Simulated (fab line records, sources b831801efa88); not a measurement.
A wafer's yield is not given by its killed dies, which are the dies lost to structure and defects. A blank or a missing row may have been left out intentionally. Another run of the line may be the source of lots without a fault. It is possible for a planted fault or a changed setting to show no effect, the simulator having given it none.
Which tool did it?	flow gf180mcu	11 lots with 33 wafers sampled at 5 steps, on a route of 602 steps

WHAT EACH GAUGE READ, for each wafer
GF_STI_THK_MEAS_04.
lot	measured	on	STI_CVD_03_THK (nm)
L112	day 1 14:13	film-metro-01	207.8 204.2 207.0
L113	day 1 18:34	film-metro-01	208.8 207.5 208.0
L114	day 1 23:34	film-metro-01	208.6 208.3 209.3
L118	day 3 00:20	film-metro-02	207.7 207.8 208.2
L125	day 4 06:35	film-metro-04	208.5 206.2 206.9
L126	day 4 12:12	film-metro-01	199.9 190.9 179.1
L128	day 4 21:35	film-metro-01	185.6 192.5 196.9
L129	day 5 02:34	film-metro-01	205.9 206.9 204.8
L130	day 5 07:34	film-metro-02	208.6 209.1 208.1
L132	day 5 17:55	film-metro-04	207.2 206.2 208.1
L134	day 6 03:34	film-metro-01	207.6 207.7 206.8

GF_POLY_GATE_CD_MEAS_18.
lot	measured	on	cd-nm (nm)
L112	day 9 07:23	cd-sem-02	275.0 281.3 281.3
L113	day 9 09:16	cd-sem-01	283.3 280.7 281.8
L114	day 9 23:14	cd-sem-02	280.8 276.0 278.5
L118	day 11 05:45	cd-sem-02	278.9 279.7 277.6
L125	day 13 05:25	cd-sem-01	277.0 278.5 280.2
L126	day 13 15:36	cd-sem-01	284.7 285.1 284.5
L128	day 14 02:18	cd-sem-01	281.3 274.8 278.8
L129	day 14 12:21	cd-sem-02	281.1 277.8 278.5
L130	day 14 15:49	cd-sem-02	281.3 282.8 281.6
L132	day 15 09:01	cd-sem-01	280.0 280.9 282.5
L134	day 16 00:14	cd-sem-02	284.0 282.3 282.8

TOOL THAT RAN EACH LOT (tool first, then ch and the chambers of the sampled wafers, then the start)
lot	GF_STI_CVD_03	GF_STI_ETCH_13	GF_VT_IMPLANT_STRIP_31
L112	lpcvd-01 ch 0, day 1 12:13	rie-diel-04 ch 0,2,3, day 2 01:37	plasma-asher-01 ch 0,1, day 6 21:38
L113	lpcvd-02 ch 1, day 1 16:34	rie-diel-02 ch 0,1,3, day 2 06:22	plasma-asher-01 ch 0,1, day 7 01:11
L114	lpcvd-02 ch 0, day 1 21:34	rie-diel-02 ch 0,1, day 2 11:28	plasma-asher-02 ch 0,1, day 7 14:02
L118	lpcvd-02 ch 1, day 2 22:19	rie-diel-03 ch 0,1,2, day 3 12:01	plasma-asher-04 ch 0,1, day 8 16:50
L125	lpcvd-02 ch 0, day 4 04:34	rie-diel-04 ch 0,1, day 4 19:55	plasma-asher-02 ch 0,1, day 10 09:17
L126	lpcvd-02 ch 1, day 4 10:13	rie-diel-03 ch 0,2,3, day 5 02:01	plasma-asher-02 ch 0,1, day 10 20:29
L128	lpcvd-02 ch 1, day 4 19:34	rie-diel-03 ch 0,1,3, day 5 11:37	plasma-asher-04 ch 0,1, day 11 06:44
L129	lpcvd-01 ch 0, day 5 00:34	rie-diel-02 ch 1,2,3, day 5 16:41	plasma-asher-04 ch 0, day 11 13:08
L130	lpcvd-01 ch 0, day 5 05:34	rie-diel-04 ch 0,1,3, day 5 22:13	plasma-asher-02 ch 0,1, day 11 19:26
L132	lpcvd-01 ch 0, day 5 15:52	rie-diel-02 ch 1,2, day 6 08:40	plasma-asher-01 ch 0,1, day 12 09:41
L134	lpcvd-01 ch 0, day 6 01:34	rie-diel-03 ch 0,1,2, day 6 19:10	plasma-asher-01 ch 0, day 12 20:58
- GF_STI_CVD_03: deposits Si3N4 from DCS/NH3, target thk 207.16 nm, time 3551 s.
- GF_STI_ETCH_13: etches the open film in CHF3/O2, stops on Si, target depth 282.31 nm, time 112.9 s.
- GF_VT_IMPLANT_STRIP_31: strips in O2/N2.

AS READ BY THE TOOLS THEMSELVES (means over the sampled wafers that have a number; for cases with no such wafer, the mark the record gives instead)
GF_STI_CVD_03.
lot	tool	spike-tc-centre-C (C)	zone-power-centre-pct (%)	zone-power-lower-pct (%)	zone-power-upper-pct (%)
L112	lpcvd-01	768.1	13.9	11.3	12.4
L113	lpcvd-02	767.8	13.2	14.6	11.8
L114	lpcvd-02	768.5	14.0	11.0	11.1
L118	lpcvd-02	768.1	13.2	14.5	11.9
L125	lpcvd-02	768.6	14.0	11.0	11.1
L126	lpcvd-02	740.2	6.1	18.8	15.3
L128	lpcvd-02	739.7	6.1	18.9	15.2
L129	lpcvd-01	769.9	13.7	11.3	12.4
L130	lpcvd-01	769.0	13.8	11.3	12.5
L132	lpcvd-01	769.4	13.8	11.3	12.4
L134	lpcvd-01	768.8	13.8	11.5	12.3

GF_STI_ETCH_13.
lot	tool	drypump-motor-current-A (A)	oes-product-au (a.u.)	throttle-valve-pct (%)
L112	rie-diel-04	5.85	0.832	8.816
L113	rie-diel-02	6.10	0.840	8.810
L114	rie-diel-02	6.07	0.835	8.816
L118	rie-diel-03	5.72	0.836	8.809
L125	rie-diel-04	6.00	0.829	8.812
L126	rie-diel-03	5.87	0.794	8.790
L128	rie-diel-03	5.60	0.800	8.801
L129	rie-diel-02	5.83	0.827	8.802
L130	rie-diel-04	6.00	0.833	8.808
L132	rie-diel-02	5.82	0.830	8.803
L134	rie-diel-03	5.72	0.828	8.810

GF_VT_IMPLANT_STRIP_31.
lot	tool	drypump-motor-current-A (A)	heater-power-w (W)	oes-product-au (a.u.)	strip-time-to-endpoint-s (s)
L112	plasma-asher-01	5.6	334	0.720	12.60
L113	plasma-asher-01	5.6	332	0.718	12.65
L114	plasma-asher-02	6.1	308	0.718	12.60
L118	plasma-asher-04	5.5	312	0.715	12.64
L125	plasma-asher-02	6.1	307	0.721	12.65
L126	plasma-asher-02	6.3	316	0.714	12.67
L128	plasma-asher-04	5.5	306	0.716	12.60
L129	plasma-asher-04	6.0	318	0.715	12.65
L130	plasma-asher-02	6.3	314	0.719	12.65
L132	plasma-asher-01	5.7	334	0.708	12.62
L134	plasma-asher-01	5.9	334	0.714	12.66

THE ANSWER, worked out from the rows above alone
Rule: what is usual is taken from the lots themselves. Put in order of their means at a reading, lots are off if they are a third of the lots or fewer, leave a main group of 4 or more, and stand apart from it by a gap of 3 or more times the standard deviation of the main group's means; of several such gaps the widest counts. The tables above print the reading to a certain number of digits; a main group whose means all agree to those digits is not used. A lot without any number at a reading at which 4 lots or more have one is off too. Where the step has rows for the other lots, those lots are counted as sound. After the gauges, taken in route order, come the tools' own readings; for these a lot's mean is taken, as printed above. At the first step where some lot is off, the reading lying furthest off is the one used; lots without a number count as furthest.
Off: at GF_STI_THK_MEAS_04 (STI_CVD_03_THK), L126, L128. The main group: mean 207.5 nm, standard deviation 0.91.
A tool fits if, at a process step before that reading, it ran every lot that is off, and no sound lot after the first of them. The gauges at GF_STI_THK_MEAS_04 aren't tried: what is off there is off at GF_STI_CVD_03 too, on other tools, and a gauge's error can't cause that. One fits: lpcvd-02 at GF_STI_CVD_03. Its last sound lot is L125 (day 4 04:34), its first lot that is off L126 (day 4 10:13): a fault that began between those two fits.
The tool's own readings at GF_STI_CVD_03 bear it out: on the lots that are off they differ by more than 5 times the standard deviation of the sound lots' means. spike-tc-centre-C reads 740.0 C there against 768.7 C on the sound lots; zone-power-centre-pct reads 6.1 % there against 13.7 % on the sound lots; zone-power-upper-pct reads 15.2 % there against 12.0 % on the sound lots.

WHAT THE SIMULATOR HAD PUT IN
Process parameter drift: lpcvd-02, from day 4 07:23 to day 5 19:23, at GF_STI_CVD_03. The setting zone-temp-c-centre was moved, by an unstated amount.
Shown lots that were struck: L126, L128. The same result came from the rule above.
